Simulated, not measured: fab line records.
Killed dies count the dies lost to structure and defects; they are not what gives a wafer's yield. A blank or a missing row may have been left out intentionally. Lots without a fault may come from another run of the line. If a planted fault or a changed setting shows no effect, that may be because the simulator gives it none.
8D (eight disciplines) problem report, filled in by code ; flow gf180mcu ; the parts of the form that need people (team, actions taken, sign-off) are left out

== 1. THE ISSUE ==
tilt_deg at GF_VT_IMPLANT_IMPLANT_19 reads a mean of 9.357 degrees on 6 wafers of 2 lots; wafers without a fault read 7.002 degrees with a standard deviation of 0.02. That is +99 or more standard deviations from the usual mean.
Earliest sighting: wafer L181.2 on implanter-03 at day 7 16:28. Wafers with a number at this step in the record: 39, from 13 lots. Rule for "out", or "out of limits": more than 4 standard deviations from the usual mean. The rest of the wafers with a number are treated as sound.

== 2. WHAT IT IS; WHAT IT IS NOT ==
question;is;is not
which readings at this step;tilt_deg;-
which lots;L181, L182;L176, L177, L180, L183, L184, L191, L193, L195, L196, L198, L199
which wafers of those lots;all that have a number;-
read on which tools;implanter-03;implanter-01, implanter-02
when;from day 7 16:28;"up to then (9 sound wafers); but 24 sound wafers of L183, L184, L191, L193, L195, L196, L198, L199 came after"

== 3. WHAT RULES OUT EACH SUSPECT ==
Counting: any tool at a process step up to the reading is kept as a suspect provided that every lot that is out went through it and no sound lot did after the first of them.
- implanter-03 at GF_VT_IMPLANT_IMPLANT_19: ruled out as a lasting fault. The sound lots L196, L198, L199 went through it after L181, its earliest lot that is out (day 7 16:28).
Left after counting: nothing in the record.

== 4. THE CAUSE (what the simulator had put in) ==
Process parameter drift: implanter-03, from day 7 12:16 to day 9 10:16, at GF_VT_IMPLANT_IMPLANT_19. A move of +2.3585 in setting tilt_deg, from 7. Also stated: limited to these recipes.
Counting ruled it out, wrongly.

== 5. SEQUENCE OF EFFECTS, ordered by route ==
Each row: a reading whose mean over the struck wafers that have a number lies more than 3 standard deviations from the usual. Only readings whose record carries a usual standard deviation are examined. hours: median over the lots of the time between each lot's start at the first step of this table that gives one and its start at this step. sigmas: the change, counted in usual standard deviations.
hours;step;reading;usual;on struck wafers;change;sigmas
0;GF_VT_IMPLANT_IMPLANT_19;tilt_deg;7.002 degrees;9.357;+2.355;+99 or more
Its process steps:
- GF_VT_IMPLANT_IMPLANT_19

== 6. WHAT WOULD HAVE CAUGHT IT SOONER ==
In this record no reading fell out of limits until day 7 16:28, 4 hours after the fault had begun at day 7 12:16.
